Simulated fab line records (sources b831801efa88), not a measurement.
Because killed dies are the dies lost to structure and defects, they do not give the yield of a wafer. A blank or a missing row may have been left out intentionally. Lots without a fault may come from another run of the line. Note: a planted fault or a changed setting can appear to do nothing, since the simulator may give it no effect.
fab line records | flow sky130
[record] lots = 7 | wafers = 21 | last_day = 49
route steps=708 shown POLY_GATE@235 LDD_N@237 PAD_OPEN@708
lots that met no fault: from a run of the same line without faults
start_h: hours from the record's first day to the start of the lot's first wafer shown | wait_h: how many hours have passed since the lot's step before this one | " as in the row above | L1.1+2: a row that stands for several wafers | - no value, or no start given | * or withheld: withheld | < > ~ a bound
route shown NAME@n: names a module that has steps shown in the file, with the first one's number in the route | usual: mean and standard deviation over wafers with no fault | same: alike in all rows | chamber/n: place in a boat | sites: readings site by site | _std_site: the values' standard deviation | _edge_site: outer sites' mean less inner sites' | radius_mm: how far each site lies from the wafer's centre | mask NAME#n: copy n | behind: the last tool/chamber to shape the wafer | hold: cause of the lot's hold/its duration in hours/its outcome | device: which transistor (n, p or np) failed to switch | end of line: at the end of the route, the tests of the same wafers | for a step that has no rows: nothing shown but its recipe | killed: dies lost to structure and defects at the first sort, not the wafer's yield | map: a wafer's dies, marking killed ones x, the rest . and places with no die _
set.NAME: the setting the step ran with; set.NAME@STEP: the setting that earlier step ran with | model.NAME: the simulator's own value behind a step, which no gauge read
a table for each step, a row for each wafer; lots at some steps of the route
services: the hour from which a tool's chamber was out of use, counted from the record's first day as start_h (under 0 if before that day), plus the number of hours and why
[[steps]]
[step SKY_POLY_GATE_THK_MEAS_21]
[recipe] reads = SiO2_of_POLY_GATE_OXIDATION_20
[usual] POLY_GATE_OXIDATION_THK = 4.03/0.072
lot.wafer | tool          | chamber | start_h | wait_h | POLY_GATE_OXIDATION_THK[nm]
L492.3    | film_metro-02 | -       | 397.90  | 0.0    | 3.99
L492.5    | "             | -       | "       | "      | 4.07
L492.6    | "             | -       | "       | "      | 3.93
L497.1    | film_metro-04 | -       | 447.99  | 0.0    | 4.14
L497.2    | "             | -       | "       | "      | 4.21
L497.6    | "             | -       | "       | "      | 4.02
L498.1    | film_metro-01 | -       | 447.99  | 0.0    | 4.04
L498.4    | "             | -       | "       | "      | 4.06
L498.5    | "             | -       | "       | "      | 3.99
L499.1    | film_metro-02 | -       | 465.70  | 0.0    | 3.96
L499.5    | "             | -       | "       | "      | 4.02
L499.6    | "             | -       | "       | "      | 4.03
L502.3    | film_metro-01 | -       | 484.58  | 0.0    | 3.94
L502.4    | "             | -       | "       | "      | 4.00
L502.5    | "             | -       | "       | "      | 4.05
L503.3    | film_metro-02 | -       | 508.36  | 0.0    | 4.05
L503.5    | "             | -       | "       | "      | 3.99
L503.6    | "             | -       | "       | "      | 3.98
L504.1    | film_metro-04 | -       | 520.20  | 0.0    | 3.97
L504.2    | "             | -       | "       | "      | 3.87
L504.5    | "             | -       | "       | "      | 3.89
[step SKY_POLY_GATE_CD_MEAS_22]
[usual] cd_nm = 149.2/2.9
lot.wafer | tool      | chamber | start_h | wait_h | cd_nm
L492.3    | cd_sem-01 | -       | 398.00  | 0.1    | 147.9
L492.5    | "         | -       | "       | "      | 151.3
L492.6    | "         | -       | "       | "      | 148.9
L497.1    | cd_sem-01 | -       | 448.05  | 0.1    | 147.0
L497.2    | "         | -       | "       | "      | 144.5
L497.6    | "         | -       | "       | "      | 148.2
L498.1    | cd_sem-02 | -       | 448.05  | 0.1    | 151.5
L498.4    | "         | -       | "       | "      | 145.6
L498.5    | "         | -       | "       | "      | 149.7
L499.1    | cd_sem-01 | -       | 465.76  | 0.1    | 147.0
L499.5    | "         | -       | "       | "      | 145.1
L499.6    | "         | -       | "       | "      | 145.5
L502.3    | cd_sem-02 | -       | 484.67  | 0.1    | 154.9
L502.4    | "         | -       | "       | "      | 145.7
L502.5    | "         | -       | "       | "      | 152.6
L503.3    | cd_sem-01 | -       | 508.46  | 0.1    | 149.5
L503.5    | "         | -       | "       | "      | 149.2
L503.6    | "         | -       | "       | "      | 153.3
L504.1    | cd_sem-02 | -       | 520.26  | 0.1    | 151.3
L504.2    | "         | -       | "       | "      | 148.3
L504.5    | "         | -       | "       | "      | 147.7
[step SKY_LDD_N_DEHYDRATE_00]
[recipe] temp_c = 200 | time_s = 60
[step SKY_LDD_N_HMDS_01]
[recipe] prime_time_s = 60 | prime_temp_c = 120
[step SKY_LDD_N_COAT_02]
[recipe] resist = NOVOLAK | spin_rpm = 3000 | resist_thk_nm = 300
[step SKY_LDD_N_SOFTBAKE_03]
[recipe] temp_c = 90 | time_s = 60 | resist = NOVOLAK
[step SKY_LDD_N_EXPOSE_04]
[recipe] mask_id = NTM | target_cd_nm = 840 | na = 0.6 | source_shape = conventional | sigma_outer = 0.6 | dose_mj = 110
[step SKY_LDD_N_PEB_05]
[recipe] temp_c = withheld | time_s = * | resist = NOVOLAK
[step SKY_LDD_N_DEVELOP_06]
[recipe] develop_time_s = 60 | dev_temp_c = 23
[step SKY_LDD_N_OVL_MEAS_07]
[usual] LDD_N_OVL = 0.2/1.4
lot.wafer | tool       | chamber | start_h | wait_h | LDD_N_OVL[nm]
L492.3    | overlay-01 | -       | 427.49  | 0.1    | 1.7
L492.5    | "          | -       | "       | "      | 1.1
L492.6    | "          | -       | "       | "      | 1.6
L497.1    | overlay-01 | -       | 478.08  | 0.1    | -0.9
L497.2    | "          | -       | "       | "      | -1.1
L497.6    | "          | -       | "       | "      | 0.7
L498.1    | overlay-02 | -       | 478.28  | 0.1    | -0.4
L498.4    | "          | -       | "       | "      | -1.3
L498.5    | "          | -       | "       | "      | 1.7
L499.1    | overlay-02 | -       | 495.55  | 0.1    | 0.5
L499.5    | "          | -       | "       | "      | 1.1
L499.6    | "          | -       | "       | "      | -0.9
L502.3    | overlay-01 | -       | 515.31  | 0.1    | 2.4
L502.4    | "          | -       | "       | "      | 0.7
L502.5    | "          | -       | "       | "      | 2.4
L503.3    | overlay-01 | -       | 539.15  | 0.1    | 1.1
L503.5    | "          | -       | "       | "      | -0.5
L503.6    | "          | -       | "       | "      | 1.0
L504.1    | overlay-01 | -       | 550.82  | 0.1    | -2.0
L504.2    | "          | -       | "       | "      | -1.2
L504.5    | "          | -       | "       | "      | -0.5
[step SKY_LDD_N_IMPLANT_08]
[recipe] species = As | energy_kev = 20 | dose_cm2 = 7.5e+13 | tilt_deg = withheld | rotation_deg = 23
[step SKY_LDD_N_IMPLANT_09]
[recipe] species = As | energy_kev = 20 | dose_cm2 = 7.5e+13 | tilt_deg = withheld | rotation_deg = 113
[step SKY_LDD_N_IMPLANT_10]
[recipe] species = As | energy_kev = 20 | dose_cm2 = 7.5e+13 | tilt_deg = withheld | rotation_deg = 203
[usual] dose_ions_cm2 = 7.5e+13/8.6e+10 | implant_ion_amu = 75/0
lot.wafer | tool         | chamber | start_h | wait_h | dose_ions_cm2 | implant_ion_amu | model.implant.rp_nm | model.implant.drp_nm
L492.3    | implanter-03 | 0       | 427.86  | 0.1    | 7.507e+13     | 75              | 15.4                | 7.212
L492.5    | "            | 0       | "       | "      | 7.499e+13     | 75              | 15.4                | 7.212
L492.6    | "            | 0       | "       | "      | 7.5e+13       | 75              | 15.4                | 7.212
L497.1    | implanter-01 | 0       | 478.42  | 0.1    | 7.495e+13     | 75              | 16.24               | 7.212
L497.2    | "            | 0       | "       | "      | 7.502e+13     | 75              | 16.24               | 7.212
L497.6    | "            | 0       | "       | "      | 7.488e+13     | 75              | 16.24               | 7.212
L498.1    | implanter-03 | 0       | 478.61  | 0.1    | 7.492e+13     | 75              | 15.67               | 7.212
L498.4    | "            | 0       | "       | "      | 7.489e+13     | 75              | 15.67               | 7.212
L498.5    | "            | 0       | "       | "      | 7.511e+13     | 75              | 15.67               | 7.212
L499.1    | implanter-03 | 0       | 495.89  | 0.1    | 7.5e+13       | 75              | 15.49               | 7.212
L499.5    | "            | 0       | "       | "      | 7.511e+13     | 75              | 15.49               | 7.212
L499.6    | "            | 0       | "       | "      | 7.51e+13      | 75              | 15.49               | 7.212
L502.3    | implanter-03 | 0       | 515.69  | 0.1    | 7.514e+13     | 31              | 27.06               | 12.97
L502.4    | "            | 0       | "       | "      | 7.515e+13     | 31              | 27.06               | 12.97
L502.5    | "            | 0       | "       | "      | 7.508e+13     | 31              | 27.06               | 12.97
L503.3    | implanter-03 | 0       | 539.52  | 0.1    | 7.521e+13     | 31              | 27.74               | 12.97
L503.5    | "            | 0       | "       | "      | 7.519e+13     | 31              | 27.74               | 12.97
L503.6    | "            | 0       | "       | "      | 7.52e+13      | 31              | 27.74               | 12.97
L504.1    | implanter-02 | 0       | 551.16  | 0.1    | 7.504e+13     | 31              | 27.5                | 12.97
L504.2    | "            | 0       | "       | "      | 7.497e+13     | 31              | 27.5                | 12.97
L504.5    | "            | 0       | "       | "      | 7.502e+13     | 31              | 27.5                | 12.97
[step SKY_LDD_N_IMPLANT_11]
[recipe] species = As | energy_kev = 20 | dose_cm2 = 7.5e+13 | tilt_deg = withheld | rotation_deg = 293
[step SKY_LDD_N_IMPLANT_12]
[recipe] species = BF2 | energy_kev = 50 | dose_cm2 = 5e+12 | tilt_deg = 30 | rotation_deg = 0
[step SKY_LDD_N_IMPLANT_13]
[recipe] species = BF2 | energy_kev = 50 | dose_cm2 = 5e+12 | tilt_deg = 30 | rotation_deg = 90
[step SKY_LDD_N_IMPLANT_14]
[recipe] species = BF2 | energy_kev = 50 | dose_cm2 = 5e+12 | tilt_deg = 30 | rotation_deg = 180
[step SKY_LDD_N_IMPLANT_15]
[recipe] species = BF2 | energy_kev = 50 | dose_cm2 = 5e+12 | tilt_deg = 30 | rotation_deg = 270
[step SKY_LDD_N_STRIP_16]
[recipe] chemistry = O2/N2 | power_w = 1400 | pressure_mtorr = 1500 | platen_temp_c = withheld | o2_flow_sccm = 3000 | n2_flow_sccm = 300 | overash_fraction = 0.5
[usual] drypump_motor_current_A = 5.2/0.31 | oes_product_au = 0.406/0.0048 | strip_time_to_endpoint_s = 4.312/0.013
lot.wafer | tool            | chamber | start_h | wait_h | drypump_motor_current_A | oes_product_au | rf_hours_counter_h | strip_time_to_endpoint_s
L492.3    | plasma_asher-01 | 0       | 428.74  | 0.1    | 5.7                     | 0.398          | -                  | 4.334
L492.5    | "               | 0       | "       | "      | 5.7                     | 0.401          | -                  | 4.322
L492.6    | "               | 1       | "       | "      | 4.8                     | 0.408          | -                  | 4.317
L497.1    | plasma_asher-01 | 0       | 479.32  | 0.1    | 5.7                     | 0.401          | 66                 | 4.297
L497.2    | "               | 1       | "       | "      | 4.8                     | 0.406          | 66                 | 4.290
L497.6    | "               | 0       | "       | "      | 5.7                     | 0.397          | -                  | 4.305
L498.1    | plasma_asher-04 | 0       | 479.51  | 0.1    | 5.2                     | 0.409          | 5                  | 4.301
L498.4    | "               | 0       | "       | "      | 5.2                     | 0.404          | -                  | 4.330
L498.5    | "               | 1       | "       | "      | 4.9                     | 0.402          | -                  | 4.325
L499.1    | plasma_asher-04 | 1       | 496.79  | 0.1    | 4.9                     | 0.407          | 7                  | 4.317
L499.5    | "               | 0       | "       | "      | 5.2                     | 0.403          | -                  | 4.294
L499.6    | "               | 1       | "       | "      | 4.9                     | 0.404          | -                  | 4.306
L502.3    | plasma_asher-02 | 1       | 516.57  | 0.1    | 5.6                     | 0.402          | -                  | 4.217
L502.4    | "               | 0       | "       | "      | 5.1                     | 0.406          | -                  | 4.219
L502.5    | "               | 0       | "       | "      | 5.1                     | 0.398          | -                  | 4.204
L503.3    | plasma_asher-04 | 0       | 540.40  | 0.1    | 5.2                     | 0.407          | -                  | 4.228
L503.5    | "               | 1       | "       | "      | 4.9                     | 0.405          | -                  | 4.268
L503.6    | "               | 0       | "       | "      | 5.2                     | 0.405          | -                  | 4.256
L504.1    | plasma_asher-04 | 1       | 552.06  | 0.1    | 4.9                     | 0.401          | 13                 | 4.214
L504.2    | "               | 0       | "       | "      | 5.2                     | 0.409          | 13                 | 4.221
L504.5    | "               | 0       | "       | "      | 5.1                     | 0.411          | -                  | 4.226
[step SKY_LDD_N_TW_MEAS_17]
[usual] LDD_N_TW = 2574/20
lot.wafer | tool          | chamber | start_h | wait_h | LDD_N_TW
L492.3    | film_metro-02 | -       | 428.83  | 0.1    | 2549
L492.5    | "             | -       | "       | "      | 2560
L492.6    | "             | -       | "       | "      | 2553
L497.1    | film_metro-02 | -       | 479.42  | 0.1    | 2569
L497.2    | "             | -       | "       | "      | 2566
L497.6    | "             | -       | "       | "      | 2573
L498.1    | film_metro-01 | -       | 479.61  | 0.1    | 2576
L498.4    | "             | -       | "       | "      | 2585
L498.5    | "             | -       | "       | "      | 2574
L499.1    | film_metro-03 | -       | 496.89  | 0.1    | 2606
L499.5    | "             | -       | "       | "      | 2610
L499.6    | "             | -       | "       | "      | 2601
L502.3    | film_metro-01 | -       | 516.66  | 0.1    | 2533
L502.4    | "             | -       | "       | "      | 2530
L502.5    | "             | -       | "       | "      | 2542
L503.3    | film_metro-02 | -       | 540.49  | 0.1    | 2537
L503.5    | "             | -       | "       | "      | 2516
L503.6    | "             | -       | "       | "      | 2526
L504.1    | film_metro-01 | -       | 552.16  | 0.1    | 2544
L504.2    | "             | -       | "       | "      | 2539
L504.5    | "             | -       | "       | "      | 2544
[step SKY_PAD_OPEN_PROBE_99]
[usual] killed_at_M0_to_M3 = 44/7.4 | killed_at_M4_up = 3.1/1.8 | killed_at_contacts = 25/6 | killed_at_front_end = 15/4.4 | killed_at_other = 0.3/0.49 | killed_dies = 88/10 | killed_open = 48/7.4 | killed_short = 39/6.3
[same] gross_dies = 492 | killed_at_back_side = 0
lot.wafer | tool      | chamber | start_h | wait_h | killed_at_M0_to_M3 | killed_at_M4_up | killed_at_contacts | killed_at_front_end | killed_at_other | killed_dies | killed_open | killed_short | model.etest.tip_n.rs_ohm_sq | model.etest.nfet_01v8_turned.drive_ua_um | model.etest.nfet_01v8_lvt.drive_ua_um | model.etest.nfet_01v8.drive_ua_um | model.etest.sram_nfet_pass.drive_ua_um | model.etest.nfet_01v8_swapped.drive_ua_um | model.etest.nfet_01v8.r_on_ohm_um | model.etest.res_ndiff.rs_ohm_sq
L492.3    | prober-02 | -       | 1098.29 | 0.2    | 36                 | 3               | 20                 | 9                   | 0               | 68          | 36          | 32           | 447.7                       | 505.3                                    | 577.4                                 | 500.9                             | 481.2                                  | 505.8                                     | 838                               | 121
L492.5    | prober-02 | -       | 1098.39 | 0.2    | 35                 | 2               | 31                 | 15                  | 0               | 83          | 36          | 47           | 446.6                       | 512.5                                    | 579.3                                 | 513.3                             | 494.9                                  | 512.2                                     | 831.1                             | 122.2
L492.6    | prober-02 | -       | 1098.44 | 0.2    | 54                 | 3               | 25                 | 10                  | 0               | 92          | 47          | 45           | 444.9                       | 514.8                                    | 587.1                                 | 514.3                             | 488                                    | 517.1                                     | 805.7                             | 120.5
L497.1    | prober-01 | -       | 1134.27 | 0.1    | 46                 | 4               | 25                 | 9                   | 1               | 85          | 47          | 37           | 439.3                       | 508.6                                    | 582.3                                 | 512.5                             | 515.4                                  | 511.9                                     | 816.2                             | 119.1
L497.2    | prober-01 | -       | 1134.32 | 0.1    | 49                 | 4               | 22                 | 14                  | 1               | 90          | 45          | 45           | 441                         | 510.8                                    | 592.4                                 | 511                               | 488.7                                  | 512.7                                     | 818.6                             | 120.4
L497.6    | prober-01 | -       | 1134.52 | 0.2    | 38                 | 3               | 37                 | 13                  | 0               | 91          | 62          | 29           | 440.4                       | 492.1                                    | 571.4                                 | 493.4                             | 501.6                                  | 496.2                                     | 844.9                             | 119.3
L498.1    | prober-02 | -       | 1134.95 | 0.1    | 42                 | 8               | 17                 | 16                  | 0               | 83          | 43          | 40           | 446                         | 485.9                                    | 555                                   | 481.9                             | 461.1                                  | 482.9                                     | 853.5                             | 118.7
L498.4    | prober-02 | -       | 1135.10 | 0.2    | 41                 | 4               | 22                 | 7                   | 2               | 76          | 42          | 34           | 444                         | 495.1                                    | 569.5                                 | 494.9                             | 466.2                                  | 499.6                                     | 837                               | 117.7
L498.5    | prober-02 | -       | 1135.15 | 0.2    | 46                 | 4               | 19                 | 14                  | 1               | 84          | 49          | 35           | 449.4                       | 502.2                                    | 577.8                                 | 498.8                             | 478                                    | 496.5                                     | 837                               | 117.8
L499.1    | prober-01 | -       | 1144.26 | 0.1    | 52                 | 3               | 24                 | 15                  | 0               | 94          | 49          | 45           | 450.2                       | 509                                      | 576.1                                 | 507.9                             | 477.2                                  | 510.5                                     | 824.5                             | 120.8
L499.5    | prober-01 | -       | 1144.46 | 0.2    | 49                 | 2               | 23                 | 15                  | 1               | 90          | 53          | 37           | 444                         | 503.4                                    | 573.9                                 | 501.9                             | 487.4                                  | 499.8                                     | 819.4                             | 120.7
L499.6    | prober-01 | -       | 1144.51 | 0.2    | 38                 | 4               | 24                 | 15                  | 0               | 81          | 45          | 36           | 442.9                       | 521.8                                    | 592.7                                 | 516.5                             | 499.1                                  | 518.1                                     | 809.4                             | 119.7
L502.3    | prober-02 | -       | 1156.31 | 0.2    | 61                 | 6               | 23                 | 21                  | 0               | 111         | 63          | 45           | 383.6                       | 537.7                                    | 617                                   | 538.6                             | 519.6                                  | 532.9                                     | 817.9                             | 118.3
L502.4    | prober-02 | -       | 1156.36 | 0.2    | 50                 | 6               | 22                 | 19                  | 0               | 97          | 48          | 49           | 383.4                       | 562.9                                    | 627.1                                 | 551.2                             | 508.6                                  | 546.2                                     | 794.1                             | 119.2
L502.5    | prober-02 | -       | 1156.41 | 0.2    | 45                 | 5               | 26                 | 16                  | 0               | 92          | 48          | 44           | 388.9                       | 549.6                                    | 621.3                                 | 539.6                             | 516.7                                  | 529.9                                     | 818.7                             | 118.2
L503.3    | prober-01 | -       | 1171.27 | 0.2    | 54                 | 1               | 27                 | 16                  | 0               | 98          | 55          | 43           | 389.9                       | 534.2                                    | 603.9                                 | 533.1                             | 531.8                                  | 530.1                                     | 822.3                             | 116.7
L503.5    | prober-01 | -       | 1171.37 | 0.2    | 47                 | 3               | 18                 | 18                  | 0               | 86          | 48          | 37           | 389.9                       | 539.4                                    | 607.1                                 | 530                               | 542.6                                  | 535                                       | 815.3                             | 117.6
L503.6    | prober-01 | -       | 1171.42 | 0.2    | 34                 | 4               | 33                 | 11                  | 1               | 83          | 46          | 36           | 389.1                       | 526.4                                    | 606.6                                 | 521.8                             | 513.2                                  | 521.7                                     | 836.4                             | 117.4
L504.1    | prober-02 | -       | 1178.30 | 0.1    | 49                 | 5               | 19                 | 9                   | 0               | 82          | 51          | 31           | 386.5                       | 537.5                                    | 606.1                                 | 527.2                             | 523.8                                  | 521.9                                     | 819.5                             | 117.1
L504.2    | prober-02 | -       | 1178.35 | 0.1    | 44                 | 3               | 27                 | 17                  | 0               | 91          | 41          | 50           | 382.2                       | 538.1                                    | 608.9                                 | 528.5                             | 514.2                                  | 526.5                                     | 809.1                             | 117.9
L504.5    | prober-02 | -       | 1178.50 | 0.2    | 35                 | 2               | 14                 | 18                  | 0               | 69          | 32          | 37           | 383.9                       | 545.7                                    | 613                                   | 534.2                             | 515.5                                  | 535.2                                     | 805.6                             | 117.8
// killed by level:class
L492.3 VIA1:geometric_particle:open=10 METAL2:geometric_particle:short=6 FIELD_ISO:geometric_particle:short=5 LI_CONTACT:geometric_particle:open=5 CONTACT:geometric_particle:open=5 VIA2:geometric_particle:open=5 LOCAL_INTERCONNECT:geometric_particle:short=4 METAL1:geometric_particle:short=4
L492.5 METAL2:geometric_particle:short=10 CONTACT:geometric_particle:open=7 FIELD_ISO:geometric_particle:short=6 LI_CONTACT:geometric_particle:open=6 CONTACT:geometric_particle:short=6 VIA1:geometric_particle:short=6 VIA3:geometric_particle:open=6 LI_CONTACT:geometric_particle:short=5
L492.6 VIA1:geometric_particle:open=17 LI_CONTACT:geometric_particle:open=11 VIA1:geometric_particle:short=9 METAL1:geometric_particle:short=8 CONTACT:geometric_particle:open=6 FIELD_ISO:geometric_particle:short=5 METAL2:geometric_particle:short=5 VIA2:geometric_particle:open=5
L497.1 LI_CONTACT:geometric_particle:open=11 VIA1:geometric_particle:open=10 VIA2:geometric_particle:open=8 VIA2:geometric_particle:short=6 CONTACT:geometric_particle:short=5 FIELD_ISO:geometric_particle:open=4 LI_CONTACT:geometric_particle:short=4 CONTACT:geometric_particle:open=4
L497.2 METAL1:geometric_particle:short=8 LI_CONTACT:geometric_particle:open=8 VIA1:geometric_particle:open=7 CONTACT:geometric_particle:open=6 VIA3:geometric_particle:short=6 VIA2:geometric_particle:short=6 METAL2:geometric_particle:short=6 CONTACT:geometric_particle:short=5
L497.6 VIA3:geometric_particle:open=13 LI_CONTACT:geometric_particle:open=12 CONTACT:geometric_particle:open=11 VIA2:geometric_particle:open=9 VIA1:geometric_particle:open=8 CONTACT:geometric_particle:short=7 FIELD_ISO:geometric_particle:open=6 LI_CONTACT:geometric_particle:short=3
L498.1 VIA1:geometric_particle:open=10 METAL4:geometric_particle:short=8 METAL1:geometric_particle:short=6 CONTACT:geometric_particle:open=6 VIA2:geometric_particle:open=5 VIA3:geometric_particle:open=5 METAL2:geometric_particle:short=4 METAL3:geometric_particle:short=4
L498.4 VIA1:geometric_particle:open=9 CONTACT:geometric_particle:open=8 VIA1:geometric_particle:short=7 METAL2:geometric_particle:short=6 VIA3:geometric_particle:open=6 LI_CONTACT:geometric_particle:open=5 LI_CONTACT:geometric_particle:short=4 LOCAL_INTERCONNECT:geometric_particle:short=4
L498.5 CONTACT:geometric_particle:open=11 VIA1:geometric_particle:open=8 VIA2:geometric_particle:open=7 METAL2:geometric_particle:short=7 VIA3:geometric_particle:open=5 METAL1:geometric_particle:short=5 VIA1:geometric_particle:short=5 LI_CONTACT:geometric_particle:open=4
L499.1 VIA1:geometric_particle:open=13 CONTACT:geometric_particle:open=9 METAL2:geometric_particle:short=6 VIA2:geometric_particle:open=6 VIA1:geometric_particle:short=6 POLY_GATE:geometric_particle:short=5 LI_CONTACT:geometric_particle:open=5 LOCAL_INTERCONNECT:geometric_particle:short=5
L499.5 VIA2:geometric_particle:open=13 VIA1:geometric_particle:open=12 LI_CONTACT:geometric_particle:open=9 VIA1:geometric_particle:short=6 FIELD_ISO:geometric_particle:open=5 POLY_GATE:geometric_particle:short=5 CONTACT:geometric_particle:open=5 METAL2:geometric_particle:short=5
L499.6 LI_CONTACT:geometric_particle:open=8 CONTACT:geometric_particle:open=8 VIA3:geometric_particle:open=8 METAL1:geometric_particle:short=5 METAL2:geometric_particle:short=5 FIELD_ISO:geometric_particle:open=4 POLY_GATE:geometric_particle:short=4 METAL3:geometric_particle:short=4
L502.3 VIA1:geometric_particle:open=11 VIA3:geometric_particle:open=10 CONTACT:geometric_particle:open=10 METAL1:geometric_particle:short=10 VIA2:geometric_particle:open=9 POLY_GATE:geometric_particle:open=8 METAL2:geometric_particle:short=7 LI_CONTACT:geometric_particle:open=5
L502.4 VIA1:geometric_particle:open=13 VIA2:geometric_particle:open=10 CONTACT:geometric_particle:open=8 METAL2:geometric_particle:short=8 POLY_GATE:geometric_particle:short=6 LI_CONTACT:geometric_particle:open=6 VIA1:geometric_particle:short=6 CONTACT:geometric_particle:short=5
L502.5 METAL2:geometric_particle:short=10 CONTACT:geometric_particle:open=10 LI_CONTACT:geometric_particle:open=8 METAL1:geometric_particle:short=7 VIA1:geometric_particle:open=7 VIA2:geometric_particle:open=6 FIELD_ISO:geometric_particle:short=4 SPACER:geometric_particle:short=4
L503.3 CONTACT:geometric_particle:open=13 VIA1:geometric_particle:open=12 VIA1:geometric_particle:short=8 METAL1:geometric_particle:short=6 LI_CONTACT:geometric_particle:open=6 POLY_GATE:geometric_particle:open=5 LI_CONTACT:geometric_particle:short=5 METAL2:geometric_particle:short=5
L503.5 VIA1:geometric_particle:open=12 CONTACT:geometric_particle:open=9 METAL1:geometric_particle:short=6 VIA2:geometric_particle:open=6 VIA1:geometric_particle:short=6 FIELD_ISO:geometric_particle:short=5 CONTACT:geometric_particle:short=5 METAL2:geometric_particle:short=5
L503.6 CONTACT:geometric_particle:open=11 VIA1:geometric_particle:open=10 CONTACT:geometric_particle:short=8 LI_CONTACT:geometric_particle:open=7 POLY_GATE:geometric_particle:short=5 VIA3:geometric_particle:short=5 VIA3:geometric_particle:open=4 POLY_CUT:geometric_particle:open=3
L504.1 VIA2:geometric_particle:open=10 VIA1:geometric_particle:open=9 VIA3:geometric_particle:open=8 LI_CONTACT:geometric_particle:open=7 METAL3:geometric_particle:short=4 POLY_GATE:geometric_particle:open=4 METAL2:geometric_particle:short=4 CONTACT:geometric_particle:short=4
L504.2 LI_CONTACT:geometric_particle:open=10 CONTACT:geometric_particle:open=9 VIA1:geometric_particle:open=8 POLY_GATE:geometric_particle:short=7 METAL1:geometric_particle:short=6 VIA3:geometric_particle:short=6 METAL2:geometric_particle:short=6 FIELD_ISO:geometric_particle:short=5
L504.5 FIELD_ISO:geometric_particle:short=7 VIA2:geometric_particle:open=7 METAL1:geometric_particle:short=7 VIA1:geometric_particle:open=5 CONTACT:geometric_particle:open=5 METAL3:geometric_particle:short=5 LI_CONTACT:geometric_particle:short=3 POLY_GATE:geometric_particle:short=3
[[services]]
tool            | chamber | start_h | hours | kind
plasma_asher-01 | -       | 415.23  | 0.5   | repair
implanter-02    | -       | 417.88  | 106.0 | repair
plasma_asher-04 | -       | 421.25  | 9.0   | pm
plasma_asher-04 | 0       | 421.25  | 9.0   | vent_cycle
plasma_asher-04 | 1       | 421.25  | 9.0   | vent_cycle
plasma_asher-04 | 0       | 430.25  | -     | clean
plasma_asher-04 | 1       | 430.25  | -     | clean
implanter-01    | -       | 443.46  | 2.6   | repair
plasma_asher-04 | -       | 476.36  | 1.3   | repair
implanter-03    | -       | 529.39  | 4.4   | repair
plasma_asher-02 | -       | 532.36  | 11.8  | pm
implanter-01    | -       | 538.22  | 4.4   | repair
implanter-01    | -       | 538.66  | 2.7   | repair
plasma_asher-01 | -       | 539.71  | 0.5   | repair
[[key]]
[first_sign] step = SKY_LDD_N_IMPLANT_10 | reading = implant_ion_amu | direction = down | sigmas = 99+ | usual = 75 | struck = 31
[effect] step = SKY_LDD_N_STRIP_16 | reading = strip_time_to_endpoint_s | direction = down | sigmas = 6.3 | usual = * | struck = *
[effect] step = SKY_LDD_N_TW_MEAS_17 | reading = LDD_N_TW | direction = down | sigmas = 2 | usual = 2574 | struck = 2534
[model_effect] step = SKY_LDD_N_IMPLANT_10 | value = implant.rp_nm | without = 15.59 | struck = 27.43
[model_effect] step = SKY_PAD_OPEN_PROBE_99 | value = etest.tip_n.rs_ohm_sq | without = 442.7 | struck = 386.4
met_at SKY_LDD_N_IMPLANT_10
struck_wafers L502.3,L502.4,L502.5,L503.3,L503.5,L503.6,L504.1,L504.2,L504.5
tester_left_out L502,L503,L504
onset_between 495.89 515.69
[fault] kind = wrong_recipe_download | tool = implanter-01,implanter-02,implanter-03 | chamber = - | onset_h = 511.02 | steps = SKY_LDD_N_IMPLANT_10 | wrong_recipe.not_listed = 1
// tester_left_out: of these lots the tester's yield and bins aren't shown, on N5 and GAA mostly nor the transistor test; their killed dies are dies lost to structure and defects alone, not to doping, threshold or leakage, so they don't give the yield
